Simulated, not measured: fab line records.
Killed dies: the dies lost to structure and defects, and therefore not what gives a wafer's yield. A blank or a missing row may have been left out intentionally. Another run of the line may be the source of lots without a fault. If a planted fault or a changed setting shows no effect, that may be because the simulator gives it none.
Chamber matching + flow sky130 + 4 sister chambers for SKY_VIA4_ETCH_12 on rie diel-01
The step etches SiO2 in C4F8/O2/Ar, stops on TiN, target depth 580 nm. 4 wafers are shown with their chamber, then 9 later ones without.

WAFERS, EACH WITH ITS CHAMBER
| wafer  | chamber | rf fwd power W (W) |
|--------|---------|--------------------|
| L085.2 | 1       | 1489               |
| L085.4 | 2       | 1489               |
| L086.3 | 0       | 1485               |
| L086.5 | 3       | 1498               |

WAFERS MISSING THEIR CHAMBER
| wafer  | rf fwd power W (W) |
|--------|--------------------|
| L093.2 | 1490               |
| L093.4 | 1489               |
| L093.6 | 1489               |
| L094.4 | 1486               |
| L094.5 | 1498               |
| L094.6 | 1492               |
| L096.3 | 1499               |
| L096.4 | 1496               |
| L096.5 | 1492               |

CHAMBER TAKEN BY EACH
| wafer  | from the rows above          | in truth                   |
|--------|------------------------------|----------------------------|
| L093.2 | can't be placed: 1 or 2      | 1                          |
| L093.4 | can't be placed: 1 or 2      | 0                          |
| L093.6 | can't be placed: 1 or 2      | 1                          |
| L094.4 | can't be placed: 0 or 1 or 2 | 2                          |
| L094.5 | 3                            | 3                          |
| L094.6 | can't be placed: 1 or 2 or 3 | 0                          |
| L096.3 | 3                            | 3                          |
| L096.4 | 3                            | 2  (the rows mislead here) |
| L096.5 | can't be placed: 1 or 2 or 3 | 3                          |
Correct placement for 2 of the 9. Can't be placed from these rows: 6 (the true chamber is among the candidates in 4). Wrongly placed: 1.
How it was worked out, from the rows above alone: a wafer's distance from a chamber is the root of the sum, over the readings, of the square of ((its reading less the chamber's mean) divided by the reading's scatter). If the next closest chamber is less than 2 further off than the closest, the wafer can't be placed; otherwise it belongs to the closest. A chamber's mean is the mean of its shown wafers. The scatter: with one shown wafer a chamber, the root of the mean of the squares of how far each hidden wafer lies from its nearest shown one.
